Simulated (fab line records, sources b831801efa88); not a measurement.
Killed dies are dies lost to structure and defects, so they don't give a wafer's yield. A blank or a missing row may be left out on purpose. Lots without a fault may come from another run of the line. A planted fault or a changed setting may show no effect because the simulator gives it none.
Tool commonality check | flow gf180mcu | 13 lots, 39 wafers sampled

WHY IT WAS OPENED
At GF_SALICIDE_RS_MEAS_04 the reading SALICIDE_TIN_RS is flagged on 2 of 13 lots. Wafers without a fault read 16.32 ohm/sq, standard deviation 0.29.
Rule: a lot is flagged when every wafer of it that has a number lies more than 4 standard deviations from that mean, or none has a number. The other lots count as sound.

lot  | measured     | on            | SALICIDE_TIN_RS (ohm/sq), wafer by wafer | flag
L730 | day 14 17:55 | film_metro-04 | 16.09 16.16 16.49                        |
L731 | day 15 02:55 | film_metro-01 | 16.76 16.55 16.73                        |
L733 | day 15 22:35 | film_metro-01 | 16.48 16.62 16.84                        |
L734 | day 16 10:16 | film_metro-04 | 16.45 16.10 16.49                        |
L736 | day 17 03:37 | film_metro-02 | 16.06 15.90 15.90                        |
L738 | day 17 18:59 | film_metro-01 | 16.13 16.57 16.42                        |
L740 | day 19 12:32 | film_metro-04 | 16.48 16.44 16.41                        |
L741 | day 19 23:43 | film_metro-02 | 16.54 16.32 16.58                        |
L742 | day 20 04:48 | film_metro-01 | 12.64 12.60 12.57                        | FLAGGED
L747 | day 21 12:02 | film_metro-04 | 12.70 12.59 12.56                        | FLAGGED
L746 | day 21 13:31 | film_metro-01 | 16.43 16.50 16.66                        |
L750 | day 22 01:11 | film_metro-01 | 16.75 16.46 16.14                        |
L751 | day 22 16:11 | film_metro-04 | 16.56 16.28 16.17                        |
The numbers of the flagged lots are 12.61 ohm/sq on average: -3.71 ohm/sq against the usual, or -13 standard deviations.

WHICH TOOL RAN EACH LOT
The record holds 2 process steps before the reading, out of a route of 602 steps. In each cell: the tool, then ch and the chambers that the sampled wafers went through, then the start.
lot  | flag    | GF_VT_IMPLANT_STRIP_20               | GF_SALICIDE_SPUTTER_02
L730 |         | plasma_asher-01 ch 0,1, day 6 01:36  | pvd_sputter-03, day 14 17:50
L731 |         | plasma_asher-02 ch 0,1, day 6 09:16  | pvd_sputter-01, day 15 02:52
L733 |         | plasma_asher-01 ch 0,1, day 6 20:01  | pvd_sputter-03, day 15 22:32
L734 |         | plasma_asher-01 ch 0,1, day 7 03:45  | pvd_sputter-03, day 16 10:13
L736 |         | plasma_asher-02 ch 0,1, day 7 15:04  | pvd_sputter-02, day 17 03:34
L738 |         | plasma_asher-01 ch 0,1, day 8 04:40  | pvd_sputter-03, day 17 18:55
L740 |         | plasma_asher-03 ch 0,1, day 9 09:39  | pvd_sputter-02, day 19 12:29
L741 |         | plasma_asher-01 ch 0,1, day 9 19:49  | pvd_sputter-02, day 19 23:40
L742 | FLAGGED | plasma_asher-02 ch 0,1, day 9 22:49  | pvd_sputter-02, day 20 04:44
L747 | FLAGGED | plasma_asher-02 ch 0,1, day 10 21:07 | pvd_sputter-02, day 21 11:58
L746 |         | plasma_asher-03 ch 0,1, day 10 21:25 | pvd_sputter-03, day 21 13:28
L750 |         | plasma_asher-01 ch 0,1, day 11 11:43 | pvd_sputter-01, day 22 01:08
L751 |         | plasma_asher-01 ch 0,1, day 11 21:52 | pvd_sputter-01, day 22 16:08
What these steps do:
- GF_VT_IMPLANT_STRIP_20: strips in O2/N2.
- GF_SALICIDE_SPUTTER_02: material Co, target thk 10 nm, time 20 s.
- GF_SALICIDE_RS_MEAS_04: measures by four-point-probe.

FLAGGED OVER TOTAL, TOOL BY TOOL (the gauges that took the reading come last)
step                   | tool            | lots run | flagged | share of the flagged lots | sound lots run after its first flagged lot
GF_VT_IMPLANT_STRIP_20 | plasma_asher-01 | 7        | 0       | none                      | -
GF_VT_IMPLANT_STRIP_20 | plasma_asher-02 | 4        | 2       | all                       | 0
GF_VT_IMPLANT_STRIP_20 | plasma_asher-03 | 2        | 0       | none                      | -
GF_SALICIDE_SPUTTER_02 | pvd_sputter-01  | 3        | 0       | none                      | -
GF_SALICIDE_SPUTTER_02 | pvd_sputter-02  | 5        | 2       | all                       | 0
GF_SALICIDE_SPUTTER_02 | pvd_sputter-03  | 5        | 0       | none                      | -
GF_SALICIDE_RS_MEAS_04 | film_metro-01   | 6        | 1       | some                      | 2 (L746,L750)
GF_SALICIDE_RS_MEAS_04 | film_metro-02   | 2        | 0       | none                      | -
GF_SALICIDE_RS_MEAS_04 | film_metro-04   | 5        | 1       | some                      | 1 (L751)

WHAT THE TABLE ALLOWS
2 rows of the table ran every flagged lot: plasma_asher-02 at GF_VT_IMPLANT_STRIP_20, pvd_sputter-02 at GF_SALICIDE_SPUTTER_02.
- plasma_asher-02 at GF_VT_IMPLANT_STRIP_20: 2 of its 4 lots flagged. Its last sound lot is L736 (day 7 15:04), its first flagged lot L742 (day 9 22:49): a fault that began between those two fits.
- pvd_sputter-02 at GF_SALICIDE_SPUTTER_02: 2 of its 5 lots flagged. Its last sound lot is L741 (day 19 23:40), its first flagged lot L742 (day 20 04:44): a fault that began between those two fits.
Counting lots can't tell these 2 tools apart, because each fits a fault that began at some hour. More lots, or a look at what each step does to the wafer, might.

WHAT THE SIMULATOR HAD PUT IN
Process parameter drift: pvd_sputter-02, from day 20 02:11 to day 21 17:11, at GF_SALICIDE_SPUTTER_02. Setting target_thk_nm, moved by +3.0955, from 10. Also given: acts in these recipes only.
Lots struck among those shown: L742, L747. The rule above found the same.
